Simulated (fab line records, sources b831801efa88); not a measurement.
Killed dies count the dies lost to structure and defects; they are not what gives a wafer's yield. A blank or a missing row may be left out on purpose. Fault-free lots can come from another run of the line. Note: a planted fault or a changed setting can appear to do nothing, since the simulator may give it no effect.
A struck lot beside a sound one || flow gf180mcu || 14 out of 602 route steps
Sound: wafers L839.1, L839.4, L839.5. Wafers L834.3, L834.4, L834.5 were the ones struck. At the end, the cause is stated.
Each step with rows lists, per side, the tool, then ch with its chambers, then its first start. Under that, the readings that differ: sound wafers || struck wafers || difference of the means || sigmas: that difference in standard deviations of wafers without a fault.
alike: a reading whose means differ by less than 2 such deviations, as well as words and numbers matching on both sides. not compared: withheld readings; readings where some wafer has no value; bounds like >300 that might hide an equal value; numbers whose values overlap and for which the record gives no deviation.
The two part at a step that has a row with sigmas, a row that says differs or no value, or rows on one side only. Non-overlapping numbers with no deviation appear without sigmas and do not part them. Lack of a reading on every wafer of one side parts them only where that side has two or more wafers.

GF_TOP_METAL_SPUTTER_01: material TiN, target thk 30 nm, time 25 s.
  sound: pvdSputter-01 at day 32 20:34; struck: pvdSputter-03 at day 31 10:35
  alike: throttleValvePct
GF_TOP_METAL_SPUTTER_02: material AlCu, target thk 900 nm, time 47.82 s.
  sound: pvdSputter-01 at day 32 20:36; struck: pvdSputter-03 at day 31 10:37
  alike: throttleValvePct
GF_TOP_METAL_SPUTTER_03: material Ti, target thk 5 nm, time 3.3 s.
  sound: pvdSputter-01 at day 32 20:38; struck: pvdSputter-03 at day 31 10:40
  alike: throttleValvePct
GF_TOP_METAL_SPUTTER_04: material TiN, target thk 25 nm, time 20.8 s.
  sound: pvdSputter-01 at day 32 20:40; struck: pvdSputter-03 at day 31 10:40
  alike: throttleValvePct
GF_TOP_METAL_RS_MEAS_05: a four-point-probe measurement.
  sound: filmMetro-02 at day 32 20:41; struck: filmMetro-02 at day 31 10:44
  alike: TOP_METAL_ALCU_RS
GF_TOP_METAL_THK_MEAS_06: measures by xrf.
  sound: filmMetro-02 at day 32 20:49; struck: filmMetro-02 at day 31 10:50
  alike: TOP_METAL_ALCU_THK
then, 6 steps without rows for these wafers: GF_TOP_METAL_DEHYDRATE_07 (time 60 s); GF_TOP_METAL_HMDS_08 (prime time 60 s); GF_TOP_METAL_COAT_09 (resist thk 1500 nm); GF_TOP_METAL_SOFTBAKE_10 (time 60 s); GF_TOP_METAL_EXPOSE_11 (exposes mask MetalTop, target cd 440 nm); GF_TOP_METAL_PEB_12.
GF_TOP_METAL_DEVELOP_13: develop time 60 s.
  struck on lithoTrack-02, day 32 03:03; sound on lithoTrack-03 ch 0, day 33 11:44
  no value came back on the struck wafers for chillPlateTempC (C), developTimeS (s), resistLineTempC (C); on the sound wafers chillPlateTempC (C) reads 22.89 22.91 22.96
GF_TOP_METAL_CD_MEAS_14: target cd 440 nm.
  sound: cdSem-02 at day 33 11:53; struck: cdSem-02 at day 32 03:11
{"reading": "cdNm (nm)", "sound": "442.7 444.1 442.5", "struck": "- - -", "difference": "no value on the struck wafers", "sigmas": ""}

== WHERE THEY PART ==
At GF_TOP_METAL_DEVELOP_13 first; at GF_TOP_METAL_CD_MEAS_14 last (within this record only).

WHY: the cause the simulator had injected
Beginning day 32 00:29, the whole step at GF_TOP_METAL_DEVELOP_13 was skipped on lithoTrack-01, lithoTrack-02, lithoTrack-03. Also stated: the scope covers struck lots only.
